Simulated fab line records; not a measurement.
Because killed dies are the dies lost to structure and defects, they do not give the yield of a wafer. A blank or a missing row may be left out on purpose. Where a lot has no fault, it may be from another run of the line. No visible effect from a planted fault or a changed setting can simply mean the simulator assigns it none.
fab line records	flow sky130
record: lots: 6	wafers: 18	last_day: 50
route steps=708 shown METAL4@634 VIA4@639 PAD_OPEN@708
lots that met no fault: from a run of the same line without faults
start_h: the number of hours between the record's first day and the start of the first shown wafer of the lot	wait_h: hours since the lot's step before	" identical to the entry in the row above	L1.1+2: several wafers, shown together as one row	- no value, or no start was given	* or withheld: withheld	< > ~ a bound
route shown NAME@n: NAME is a module with steps in the file, n the number in the route of the first one	usual: mean and standard deviation over wafers with no fault	same: alike in all rows	chamber/n: place in a boat	sites: each site's reading	_std_site: the values' standard deviation	_edge_site: inner sites' mean taken away from outer sites' mean	radius_mm: for every site, how far away it sits from the centre of the wafer	mask NAME#n: copy n	behind: the tool/chamber that last shaped the wafer	hold: the reason the lot was held/the length of the hold in hours/how it ended	device: transistor that didn't switch, given as n, p or np	end of line: at the end of the route, the tests of the same wafers	for a step that has no rows: nothing shown but its recipe	killed: dies that structure and defects cost at the first sort, which is not the same as the wafer's yield	map: the dies of a wafer, with x for killed, . for not killed, _ for no die there
set.NAME: the setting as run; set.NAME@STEP: as run at that earlier step	model.NAME: the simulator's own value behind a step, which no gauge read
certain route steps with their lots: each step a table, each wafer a row
services: a tool's chamber out of use, with start hour (start_h, from the record's first day; less than 0 if before it), hours out, and reason
== steps ==
step: SKY_METAL4_METAL_ETCH_18
recipe: target_depth_a: 8450	stop_on: SiO2	over_etch_frac: 0.3	time_s: 183.1	chemistry: Cl2/BCl3	resist_sidewall_deg: 88	pressure_mtorr: 10	icp_w: 900	bias_w: 48.5	Cl2_flow_sccm: 60	bcl3_flow_sccm: 30
usual: bias_w: 48.51/0.15	drypump_motor_current_A: 5.9/0.42	mfc_cl2_sccm: 59.96/0.17	oes_product_au: 0.866/0.0057	throttle_valve_pct: 22.264/0.0092
lot.wafer	tool	chamber	start_h	wait_h	bias_w	drypump_motor_current_A	mfc_cl2_sccm	oes_product_au	rf_hours_counter_h	throttle_valve_pct
L965.2	rie_metal-03	1	1006.62	0.0	48.32	5.4	59.96	0.861	8	22.261
L965.3	"	1	"	"	48.59	5.4	59.84	0.873	-	22.261
L965.4	"	0	"	"	48.49	5.6	59.97	0.879	-	22.263
L966.1	rie_metal-03	0	1014.37	0.0	48.60	5.6	59.55	0.865	12	22.255
L966.2	"	1	"	"	48.57	5.4	59.93	0.875	8	22.270
L966.3	"	1	"	"	48.54	5.4	59.85	0.863	-	22.255
L968.1	rie_metal-04	1	1026.36	0.0	48.67	6.6	60.23	0.862	23	22.262
L968.3	"	0	"	"	48.65	5.8	59.87	0.861	-	22.258
L968.5	"	0	"	"	48.53	5.8	60.13	0.866	-	22.258
L973.1	rie_metal-01	0	1057.44	0.0	48.37	6.4	59.84	0.864	12	22.251
L973.3	"	0	"	"	48.48	6.4	59.99	0.866	-	22.286
L973.5	"	0	"	"	48.43	6.4	59.77	0.874	-	22.267
L978.1	rie_metal-03	0	1089.67	0.0	48.84	5.6	59.61	0.873	16	22.278
L978.4	"	1	"	"	48.65	5.4	59.74	0.862	-	22.260
L978.5	"	1	"	"	48.31	5.4	60.30	0.866	-	22.257
L982.3	rie_metal-04	0	1112.83	0.1	48.91	5.8	60.03	0.870	-	22.272
L982.4	"	1	"	"	48.39	6.6	60.29	0.861	-	22.257
L982.6	"	0	"	"	48.80	5.8	59.91	0.872	-	22.274
step: SKY_METAL4_STRIP_19
recipe: chemistry: O2/N2	power_w: 1400	pressure_mtorr: 1500	platen_temp_c: withheld	o2_flow_sccm: 3000	n2_flow_sccm: 300	overash_fraction: 0.5
usual: drypump_motor_current_A: 5.7/0.4	oes_product_au: 0.502/0.0054	strip_time_to_endpoint_s: 6.55/0.075
lot.wafer	tool	chamber	start_h	wait_h	drypump_motor_current_A	oes_product_au	rf_hours_counter_h	strip_time_to_endpoint_s
L965.2	plasma_asher-01	0	1006.80	0.1	6.1	0.496	121	6.56
L965.3	"	1	"	"	5.2	0.503	-	6.60
L965.4	"	0	"	"	6.2	0.502	-	6.55
L966.1	plasma_asher-04	0	1014.55	0.1	5.9	0.494	57	6.51
L966.2	"	1	"	"	5.7	0.502	57	6.54
L966.3	"	1	"	"	5.7	0.504	-	6.52
L968.1	plasma_asher-03	1	1026.54	0.1	6.3	0.501	94	6.48
L968.3	"	1	"	"	6.2	0.507	-	6.55
L968.5	"	1	"	"	6.3	0.501	-	6.47
L973.1	plasma_asher-03	0	1057.62	0.1	5.2	0.514	97	6.68
L973.3	"	1	"	"	6.3	0.508	-	6.69
L973.5	"	0	"	"	5.2	0.503	-	6.66
L978.1	plasma_asher-03	0	1089.85	0.1	5.2	0.492	100	6.43
L978.4	"	1	"	"	6.3	0.489	-	6.34
L978.5	"	1	"	"	6.3	0.492	-	6.46
L982.3	plasma_asher-04	0	1112.98	0.1	5.9	0.506	-	6.66
L982.4	"	1	"	"	5.7	0.504	-	6.59
L982.6	"	0	"	"	5.9	0.505	-	6.68
step: SKY_METAL4_STRIP_20
recipe: chemistry: post_etch_residue_remover	time_s: 1200	temp_c: 72.5
step: SKY_METAL4_CLEAN_21
recipe: chemistry: IPA	time_s: 180	temp_c: 25
step: SKY_METAL4_CLEAN_22
recipe: chemistry: O3/DIW	dry: n2_spin
step: SKY_VIA4_HDPCVD_00
recipe: material: SiO2	target_thk_nm: 1750	sigma_open_frac: 0.3	time_s: 291.7	temp_c: 400	sih4_flow_sccm: 60	pressure_mtorr: 6
step: SKY_VIA4_THK_MEAS_01
recipe: reads: SiO2_of_VIA4_HDPCVD_00
usual: VIA4_HDPCVD_THK: 1745/15
lot.wafer	tool	chamber	start_h	wait_h	VIA4_HDPCVD_THK[nm]
L965.2	film_metro-04	-	1007.62	0.1	1770
L965.3	"	-	"	"	1746
L965.4	"	-	"	"	1771
L966.1	film_metro-01	-	1015.33	0.1	1728
L966.2	"	-	"	"	1714
L966.3	"	-	"	"	1718
L968.1	film_metro-02	-	1027.32	0.1	1738
L968.3	"	-	"	"	1745
L968.5	"	-	"	"	1744
L973.1	film_metro-02	-	1058.41	0.1	1725
L973.3	"	-	"	"	1739
L973.5	"	-	"	"	1730
L978.1	film_metro-04	-	1090.63	0.1	1715
L978.4	"	-	"	"	1748
L978.5	"	-	"	"	1736
L982.3	film_metro-01	-	1114.15	0.1	1752
L982.4	"	-	"	"	1731
L982.6	"	-	"	"	1740
step: SKY_VIA4_CMP_02
recipe: material: SiO2	down_force_psi: 4	platen_rpm: 60	pad_velocity_m_s: 0.94248
usual: motor_current_A: 12.0/0.92
lot.wafer	tool	chamber	start_h	wait_h	motor_current_A
L965.2	cmp-02	3	1007.72	0.1	11.5
L965.4	"	0	"	"	11.3
L965.3	"	1	"	"	12.5
L966.2	cmp-02	1	1015.39	0.0	12.4
L966.3	"	3	"	"	11.7
L966.1	"	0	"	"	11.2
L968.3	cmp-02	2	1027.38	0.0	11.7
L968.1	"	0	"	"	11.3
L968.5	"	3	"	"	12.0
L973.1	cmp-01	3	1058.47	0.1	13.7
L973.3	"	0	"	"	12.1
L973.5	"	3	"	"	14.1
L978.1	cmp-02	2	1090.69	0.1	12.3
L978.4	"	1	"	"	12.6
L978.5	"	3	"	"	12.2
L982.4	cmp-01	2	1114.31	0.1	11.4
L982.3	"	3	"	"	13.5
L982.6	"	2	"	"	11.2
step: SKY_VIA4_BOW_MEAS_03
recipe: mode: bow
usual: VIA4_BOW: 79/8.2
lot.wafer	tool	chamber	start_h	wait_h	VIA4_BOW[um]
L965.2	film_metro-01	-	1007.99	0.2	78
L965.3	"	-	"	"	85
L965.4	"	-	"	"	75
L966.1	film_metro-01	-	1015.69	0.1	80
L966.2	"	-	"	"	78
L966.3	"	-	"	"	59
L968.1	film_metro-01	-	1027.68	0.1	65
L968.3	"	-	"	"	74
L968.5	"	-	"	"	66
L973.1	film_metro-04	-	1058.77	0.2	68
L973.3	"	-	"	"	78
L973.5	"	-	"	"	85
L978.1	film_metro-01	-	1091.03	0.3	88
L978.4	"	-	"	"	92
L978.5	"	-	"	"	84
L982.3	film_metro-04	-	1114.66	0.2	80
L982.4	"	-	"	"	67
L982.6	"	-	"	"	69
step: SKY_VIA4_DEHYDRATE_04
recipe: temp_c: 200	time_s: 60
step: SKY_VIA4_HMDS_05
recipe: prime_time_s: 60	prime_temp_c: 120
step: SKY_VIA4_COAT_06
recipe: resist: NOVOLAK	spin_rpm: 3000	resist_thk_nm: 1140
step: SKY_VIA4_SOFTBAKE_07
recipe: temp_c: 90	time_s: 60	resist: NOVOLAK
usual: exhaust_pa: 45.0/0.78	run_length_s: 89.16/0.16
lot.wafer	tool	chamber	start_h	wait_h	exhaust_pa	run_length_s
L965.2	litho_track-01	0	1019.63	0.1	45.4	89.13
L965.3	"	0	"	"	44.9	89.40
L965.4	"	0	"	"	44.4	89.42
L966.1	litho_track-01	0	1026.66	0.1	45.5	89.12
L966.2	"	0	"	"	44.1	89.23
L966.3	"	0	"	"	46.1	89.17
L968.1	litho_track-01	0	1039.71	0.1	45.8	95.24
L968.3	"	0	"	"	45.1	94.96
L968.5	"	0	"	"	45.6	94.94
L973.1	litho_track-01	0	1069.16	0.1	45.2	95.05
L973.3	"	0	"	"	44.1	94.90
L973.5	"	0	"	"	44.4	94.99
L978.1	litho_track-03	0	1100.86	0.1	45.9	88.87
L978.4	"	0	"	"	44.5	88.99
L978.5	"	0	"	"	45.9	88.96
L982.3	litho_track-03	0	1124.16	0.1	44.7	89.12
L982.4	"	0	"	"	45.3	88.85
L982.6	"	0	"	"	44.7	89.19
step: SKY_VIA4_EXPOSE_08
recipe: mask_id: VIM4	na: 0.6	source_shape: conventional	sigma_outer: 0.6	polarization: unpolarized	target_cd_nm: 800	dose_mj: 132
step: SKY_PAD_OPEN_PROBE_99
usual: defect_limited_yield: 82.7/2	killed_at_M0_to_M3: 42/6.8	killed_at_M4_up: 3.2/1.8	killed_at_contacts: 25/5.4	killed_at_front_end: 15/4.5	killed_at_other: 0.3/0.56	killed_dies: 85/9.7	killed_open: 46/7.1	killed_short: 39/6.5	sort_bin_3_pad_short: 0.9/0.42	sort_bin_5_function: 10.4/1.5	sort_bin_6_memory: 6.1/1.1	sort_n_pass: 407/9.7	sort_yield_pct: 82.7/2
same: gross_dies: 492	killed_at_back_side: 0	sort_bin_4_leakage[%]: 0	sort_bin_8_speed[%]: 0
lot.wafer	tool	chamber	start_h	wait_h	defect_limited_yield[%]	killed_at_M0_to_M3	killed_at_M4_up	killed_at_contacts	killed_at_front_end	killed_at_other	killed_dies	killed_open	killed_short	sort_bin_3_pad_short[%]	sort_bin_5_function[%]	sort_bin_6_memory[%]	sort_n_pass	sort_yield_pct[%]
L965.2	prober-01	-	1098.83	0.1	84.6	40	3	26	7	0	76	44	31	1.6	6.5	7.3	416	84.6
L965.3	prober-01	-	1098.88	0.2	82.9	42	5	24	13	0	84	37	47	0.8	11.0	5.3	408	82.9
L965.4	prober-01	-	1098.93	0.2	83.5	39	2	22	17	1	81	43	37	1.4	9.3	5.7	411	83.5
L966.1	prober-02	-	1107.19	0.1	81.9	36	3	35	15	0	89	59	29	0.8	11.6	5.7	403	81.9
L966.2	prober-02	-	1107.24	0.1	84.1	27	5	29	17	0	78	40	37	1.0	10.0	4.9	414	84.1
L966.3	prober-02	-	1107.29	0.2	83.1	40	5	26	12	0	83	44	39	1.0	10.2	5.7	409	83.1
L968.1	prober-02	-	1117.68	0.1	82.5	46	3	20	17	0	86	47	39	1.2	10.2	6.1	406	82.5
L968.3	prober-02	-	1117.78	0.2	83.5	36	1	28	15	1	81	43	38	0.4	8.7	7.3	411	83.5
L968.5	prober-02	-	1117.88	0.2	84.1	40	5	22	10	1	78	35	43	0.8	8.9	6.1	414	84.1
L973.1	prober-01	-	1143.09	0.1	81.9	43	5	29	12	0	89	50	39	0.8	10.0	7.3	403	81.9
L973.3	prober-01	-	1143.19	0.2	85.8	35	2	19	14	0	70	43	27	1.0	8.3	4.9	422	85.8
L973.5	prober-01	-	1143.29	0.2	87.0	34	2	16	11	1	64	34	30	0.4	8.9	3.7	428	87.0
L978.1	prober-01	-	1172.93	0.1	81.5	45	3	33	10	0	91	55	36	0.8	9.8	7.9	401	81.5
L978.4	prober-01	-	1173.08	0.2	78.5	51	3	31	20	1	106	49	57	0.4	13.4	7.7	386	78.5
L978.5	prober-01	-	1173.13	0.2	82.5	40	4	31	11	0	86	49	37	1.2	8.7	7.5	406	82.5
killed by level:class
L965.2 VIA1:geometric_particle:open=11 LI_CONTACT:geometric_particle:open=9 CONTACT:geometric_particle:open=8 METAL2:geometric_particle:short=8 CONTACT:geometric_particle:short=6 VIA2:geometric_particle:open=5 VIA3:geometric_particle:open=5 METAL3:geometric_particle:short=3
L965.3 METAL2:geometric_particle:short=9 VIA1:geometric_particle:open=9 CONTACT:geometric_particle:open=8 LI_CONTACT:geometric_particle:open=6 METAL3:geometric_particle:short=5 POLY_GATE:geometric_particle:short=4 VIA3:geometric_particle:short=4 CONTACT:geometric_particle:short=4
L965.4 VIA1:geometric_particle:open=13 CONTACT:geometric_particle:open=10 FIELD_ISO:geometric_particle:short=6 VIA3:geometric_particle:short=5 CONTACT:geometric_particle:short=4 LI_CONTACT:geometric_particle:open=4 METAL1:geometric_particle:short=4 VIA1:geometric_particle:short=4
L966.1 CONTACT:geometric_particle:open=14 LI_CONTACT:geometric_particle:open=12 VIA1:geometric_particle:short=7 VIA1:geometric_particle:open=7 VIA2:geometric_particle:open=6 FIELD_ISO:geometric_particle:open=5 VIA3:geometric_particle:open=4 FIELD_ISO:geometric_particle:short=3
L966.2 CONTACT:geometric_particle:open=10 CONTACT:geometric_particle:short=7 VIA3:geometric_particle:open=7 LI_CONTACT:geometric_particle:open=6 POLY_GATE:geometric_particle:short=5 VIA1:geometric_particle:open=5 FIELD_ISO:geometric_particle:open=4 METAL1:geometric_particle:short=3
L966.3 CONTACT:geometric_particle:short=8 VIA1:geometric_particle:open=8 CONTACT:geometric_particle:open=7 VIA2:geometric_particle:open=7 LI_CONTACT:geometric_particle:open=6 METAL2:geometric_particle:short=5 VIA3:geometric_particle:open=4 LOCAL_INTERCONNECT:geometric_particle:short=4
L968.1 VIA3:geometric_particle:open=10 METAL1:geometric_particle:short=8 CONTACT:geometric_particle:open=7 FIELD_ISO:geometric_particle:open=6 VIA1:geometric_particle:open=6 VIA1:geometric_particle:short=6 LI_CONTACT:geometric_particle:short=5 LI_CONTACT:geometric_particle:open=5
L968.3 LI_CONTACT:geometric_particle:open=12 FIELD_ISO:geometric_particle:open=6 VIA1:geometric_particle:open=6 METAL2:geometric_particle:short=6 LOCAL_INTERCONNECT:geometric_particle:short=6 VIA3:geometric_particle:open=5 CONTACT:geometric_particle:open=5 FIELD_ISO:geometric_particle:short=4
L968.5 METAL1:geometric_particle:short=7 VIA2:geometric_particle:short=7 LI_CONTACT:geometric_particle:open=6 CONTACT:geometric_particle:open=6 CONTACT:geometric_particle:short=5 VIA1:geometric_particle:open=5 VIA3:geometric_particle:short=5 FIELD_ISO:geometric_particle:short=4
L973.1 CONTACT:geometric_particle:open=10 LI_CONTACT:geometric_particle:open=8 VIA1:geometric_particle:open=8 VIA3:geometric_particle:short=7 CONTACT:geometric_particle:short=5 METAL1:geometric_particle:short=5 VIA2:geometric_particle:open=5 METAL3:geometric_particle:short=5
L973.3 CONTACT:geometric_particle:open=8 VIA1:geometric_particle:open=8 VIA3:geometric_particle:open=8 LI_CONTACT:geometric_particle:open=7 FIELD_ISO:geometric_particle:open=6 VIA1:geometric_particle:short=4 METAL2:geometric_particle:short=4 METAL1:geometric_particle:short=3
L973.5 CONTACT:geometric_particle:open=9 VIA3:geometric_particle:open=8 VIA1:geometric_particle:short=6 VIA1:geometric_particle:open=5 METAL1:geometric_particle:short=5 LI_CONTACT:geometric_particle:open=4 VIA3:geometric_particle:short=3 FIELD_ISO:geometric_particle:open=2
L978.1 CONTACT:geometric_particle:open=15 METAL2:geometric_particle:short=10 VIA2:geometric_particle:open=9 LI_CONTACT:geometric_particle:open=7 VIA1:geometric_particle:open=6 METAL1:geometric_particle:short=6 CONTACT:geometric_particle:short=5 POLY_GATE:geometric_particle:open=4
L978.4 CONTACT:geometric_particle:open=12 METAL2:geometric_particle:short=11 VIA3:geometric_particle:open=8 VIA3:geometric_particle:short=8 LI_CONTACT:geometric_particle:open=7 FIELD_ISO:geometric_particle:short=6 VIA1:geometric_particle:short=6 POLY_GATE:geometric_particle:short=5
L978.5 CONTACT:geometric_particle:open=11 LI_CONTACT:geometric_particle:open=8 VIA3:geometric_particle:open=8 VIA2:geometric_particle:open=7 LOCAL_INTERCONNECT:geometric_particle:short=6 VIA1:geometric_particle:open=6 METAL2:geometric_particle:short=5 VIA1:geometric_particle:short=4
== services ==
tool	chamber	start_h	hours	kind
cmp-02	-	1019.09	7.9	pm
rie_metal-04	1	1044.71	-	clean
rie_metal-04	1	1044.71	20.0	scheduled_down
rie_metal-04	1	1044.71	20.0	vent_cycle
plasma_asher-01	-	1055.25	9.0	pm
plasma_asher-01	0	1055.25	9.0	vent_cycle
plasma_asher-01	1	1055.25	9.0	vent_cycle
rie_metal-03	-	1057.03	2.8	pm
plasma_asher-01	0	1064.25	-	clean
plasma_asher-01	1	1064.25	-	clean
cmp-01	-	1073.35	2.8	repair
cmp-02	-	1073.41	5.5	repair
cmp-02	-	1078.04	6.3	repair
cmp-02	-	1084.33	4.0	pm
cmp-02	-	1088.33	-	consumable_replace:conditioner
cmp-02	-	1088.33	-	consumable_replace:pad
cmp-02	-	1095.65	3.5	pm
rie_metal-01	-	1116.12	0.2	repair
cmp-02	-	1122.79	0.3	repair
cmp-02	-	1123.13	3.0	repair
== key ==
first_sign: step: SKY_VIA4_SOFTBAKE_07	reading: run_length_s	direction: up	sigmas: 37	usual: *	struck: *
effect none on later readings
met_at SKY_VIA4_SOFTBAKE_07
struck_wafers L968.1,L968.3,L968.5,L973.1,L973.3,L973.5
onset_between 1026.66 1039.71
fault: kind: process_parameter_drift	tool: litho_track-01	chamber: -	onset_h: 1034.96	steps: SKY_VIA4_SOFTBAKE_07	channel: time_s	offset: *	shape: step	end_h: 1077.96	acts_in: *	stated: *
